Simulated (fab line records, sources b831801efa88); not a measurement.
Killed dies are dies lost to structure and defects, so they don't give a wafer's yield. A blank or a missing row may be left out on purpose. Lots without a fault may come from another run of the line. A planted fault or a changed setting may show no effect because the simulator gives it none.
Which tool did it? | flow sfq_line | 14 lots, 41 wafers sampled, at 3 steps of a route of 325

WHAT THE GAUGES READ, wafer by wafer
SFQ_I3_BOW_MEAS_922. Usual: I3_BOW 3 um, standard deviation 9.2.
lot  | measured     | on            | I3_BOW (um) | flag
L470 | day 39 02:42 | film_metro-02 | -6 -16 -3   |
L471 | day 39 11:38 | film_metro-04 | -1 22 2     |
L472 | day 39 20:40 | film_metro-04 | -3 9 6      |
L476 | day 40 17:43 | film_metro-02 | 1 -7        |
L477 | day 41 18:56 | film_metro-02 | 0 10 18     |
L483 | day 45 03:13 | film_metro-02 | -9 -13 -21  |
L484 | day 45 03:48 | film_metro-01 | 1 -9 0      |
L485 | day 45 09:46 | film_metro-01 | 11 17 18    |
L486 | day 46 06:37 | film_metro-01 | 6 7 13      |
L487 | day 46 15:11 | film_metro-04 | 11 4 -1     |
L488 | day 46 18:10 | film_metro-04 | -5 -6 1     |
L489 | day 47 00:05 | film_metro-02 | -6 10 15    |
L490 | day 52 14:18 | film_metro-01 | -2 0 2      |
L492 | day 53 04:10 | film_metro-02 | 8 3 2       |

WHICH TOOL RAN EACH LOT (tool, then ch and the chambers of the sampled wafers, then the start)
lot  | SFQ_TRILAYER_I2_CMP_CMP_064   | SFQ_TRILAYER_I2_METRO_MEASURE_065
L470 | cmp-01 ch 2,3, day 24 14:08   | film_metro-02, day 24 17:28
L471 | cmp-02 ch 1,2,3, day 24 20:07 | film_metro-01, day 24 23:14
L472 | cmp-01 ch 1,2,3, day 25 04:26 | film_metro-01, day 25 06:46
L476 | cmp-01 ch 1,2, day 25 17:26   | film_metro-02, day 25 19:22
L477 | cmp-02 ch 0,2, day 27 13:17   | film_metro-03, day 27 16:48
L483 | cmp-02 ch 0,1,2, day 38 23:38 | film_metro-01, day 39 02:46
L484 | cmp-02 ch 0,1,2, day 40 01:08 | film_metro-01, day 40 03:10
L485 | cmp-01 ch 2,3, day 40 02:12   | film_metro-03, day 40 05:19
L486 | cmp-02 ch 1,2, day 40 05:38   | film_metro-02, day 40 09:10
L487 | cmp-01 ch 2,3, day 40 18:15   | film_metro-01, day 40 21:04
L488 | cmp-01 ch 0,2, day 40 20:45   | film_metro-03, day 40 23:52
L489 | cmp-02 ch 0,1,3, day 41 03:38 | film_metro-02, day 41 05:46
L490 | cmp-02 ch 0,1,3, day 41 06:34 | film_metro-02, day 41 09:41
L492 | cmp-01 ch 0,1, day 41 13:23   | film_metro-01, day 41 16:01
- SFQ_TRILAYER_I2_CMP_CMP_064: polishes SiO2.
- SFQ_TRILAYER_I2_METRO_MEASURE_065

WHAT THE TOOLS THEMSELVES READ (means of the sampled wafers that have a number; where no wafer has one, the mark that the record gives instead)
SFQ_TRILAYER_I2_CMP_CMP_064. Usual: motor_current_A 10.0 A, standard deviation 1.4; time_to_endpoint_s 217 s, standard deviation 6.5.
lot  | tool   | motor_current_A (A) | time_to_endpoint_s (s) | flag
L470 | cmp-01 | 9.6                 | 218                    |
L471 | cmp-02 | 10.1                | 223                    |
L472 | cmp-01 | 10.1                | 219                    |
L476 | cmp-01 | 10.9                | 226                    |
L477 | cmp-02 | 11.2                | 225                    |
L483 | cmp-02 | 11.1                | 216                    |
L484 | cmp-02 | 11.0                | 209                    |
L485 | cmp-01 | 10.8                | 216                    |
L486 | cmp-02 | 11.6                | 221                    |
L487 | cmp-01 | 10.8                | 222                    |
L488 | cmp-01 | 9.8                 | 223                    |
L489 | cmp-02 | 9.6                 | 216                    |
L490 | cmp-02 | 9.9                 | 211                    |
L492 | cmp-01 | 8.7                 | 213                    |

SFQ_TRILAYER_I2_METRO_MEASURE_065. Usual: thk_nm 200.2 nm, standard deviation 0.78.
lot  | tool          | thk_nm (nm) | flag
L470 | film_metro-02 | 200.6       |
L471 | film_metro-01 | 200.4       |
L472 | film_metro-01 | 199.8       |
L476 | film_metro-02 | 200.2       |
L477 | film_metro-03 | 200.2       |
L483 | film_metro-01 | 199.8       |
L484 | film_metro-01 | 199.5       |
L485 | film_metro-03 | 200.5       |
L486 | film_metro-02 | 200.6       |
L487 | film_metro-01 | 200.2       |
L488 | film_metro-03 | 201.3       |
L489 | film_metro-02 | 199.3       |
L490 | film_metro-02 | 199.6       |
L492 | film_metro-01 | 200.2       |

THE ANSWER, worked out from the rows above alone
Rule: a lot is off if the mean of its wafers that have a number lies more than 3 standard deviations from the usual mean. A lot without any number at a reading at which 4 lots or more have one is off too. The other lots that the step has rows for count as sound. The gauges are gone through in route order, then the tools' own readings, and for those a lot's mean is taken as printed above. The first step at which some lot is off is used, and at that step the reading that is off furthest; a lot without a number counts as furthest.
No lot is off at any reading shown: from this, nothing can be told.

WHAT THE SIMULATOR HAD PUT IN
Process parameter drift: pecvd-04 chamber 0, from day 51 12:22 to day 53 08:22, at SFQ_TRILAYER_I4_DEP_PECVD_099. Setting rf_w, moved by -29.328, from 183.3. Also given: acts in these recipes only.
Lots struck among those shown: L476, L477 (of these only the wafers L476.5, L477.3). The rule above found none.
